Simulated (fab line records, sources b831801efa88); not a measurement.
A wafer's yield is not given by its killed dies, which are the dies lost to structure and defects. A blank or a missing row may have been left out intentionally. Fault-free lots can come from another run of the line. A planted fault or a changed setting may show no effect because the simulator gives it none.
2 desks, one fault :: flow sky130 :: numbers are kept per desk, each desk with only its own; the story behind them comes last

## METROLOGY DESK
What the gauges read, lot by lot, whatever tool the lot ran on: means of the sampled wafers that have a number. If a lot's mean is further than 4 standard deviations from the usual mean, the lot is out of limits and carries the mark OUT (the distance appears in the brackets).
Columns: A = VIA1_OVL at SKY_VIA1_OVL_MEAS_13, usual -1 nm; B = VIA1_W_RS at SKY_VIA1_RS_MEAS_22, usual 0.430 ohm/sq; C = VIA1_W_THK at SKY_VIA1_THK_MEAS_23, usual 266 nm; D = VIA2_W_THK at SKY_VIA2_THK_MEAS_23, usual 416 nm
lot: L316
first seen here: day 34 11:16
A: -2
B: 0.430
C: 260
D: 413

lot: L315
first seen here: day 34 13:07
A: -3
B: 0.426
C: 269
D: 412

lot: L317
first seen here: day 34 23:56
A: 0
B: 0.436
C: 260
D: 415

lot: L318
first seen here: day 35 03:16
A: -2
B: 0.430
C: 268
D: 422

lot: L320
first seen here: day 36 02:41
A: 1
B: 0.427
C: 271
D: 408

lot: L321
first seen here: day 36 08:22
A: -3
B: 0.433
C: 266
D: 423

lot: L325
first seen here: day 37 13:46
A: 0
B: 0.449 (+4.0) OUT
C: 258
D: 410

lot: L326
first seen here: day 37 17:10
A: 6
B: 0.445
C: 257
D: 416

lot: L333
first seen here: day 39 19:31
A: -2
B: 0.431
C: 263
D: 419

lot: L334
first seen here: day 40 06:20
A: -1
B: 0.423
C: 269
D: 415

lot: L336
first seen here: day 40 20:19
A: -3
B: 0.432
C: 266
D: 410

lot: L337
first seen here: day 40 22:35
A: 6
B: 0.434
C: 265
D: 413
Per this desk, out of limits: L325; the first was L325, day 37 14:38 (VIA1_W_RS at SKY_VIA1_RS_MEAS_22). Within limits: L316, L315, L317, L318, L320, L321, L326, L333, L334, L336, L337.

## FOR THE TOOL OWNER'S DESK: cvd_w-01
The tool's own readings at SKY_VIA1_CVD_21 (deposits W, target thk 270 nm, time 80.902 s): means of the sampled wafers that have a number, for each lot that ran on this tool. If a lot's mean is further than 4 standard deviations from the usual mean, the lot is out of limits and carries the mark OUT (the distance appears in the brackets).
Columns: A = heater_power_w at SKY_VIA1_CVD_21, usual 908 W
lot: L315
first seen here: day 34 13:53
A: 940

lot: L318
first seen here: day 35 04:08
A: 962

lot: L320
first seen here: day 36 03:32
A: 1008

lot: L321
first seen here: day 36 09:10
A: 977

lot: L325
first seen here: day 37 14:32
A: 992

lot: L326
first seen here: day 37 17:58
A: 1012

lot: L336
first seen here: day 40 21:06
A: 993

lot: L337
first seen here: day 40 23:22
A: 1006
This desk's verdict: no lot among the 8 shows anything out of limits.

## ALL TOGETHER
An alarm was possible from the metrology desk at day 37 14:38, on L325.
Nothing out of limits was seen by the tool owner's desk.
The tool owner's desk has L325 on record, within its limits.
SKY_VIA1_CVD_21 was run on cvd_w-01 by each of the lots named.

## WHAT THE SIMULATOR HAD INSERTED
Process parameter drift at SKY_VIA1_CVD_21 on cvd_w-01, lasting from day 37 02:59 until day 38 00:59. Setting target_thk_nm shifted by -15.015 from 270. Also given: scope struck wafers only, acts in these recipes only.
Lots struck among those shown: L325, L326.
Time in hours between the start of the fault and the first out-of-limits reading at each desk: metrology desk, 12.
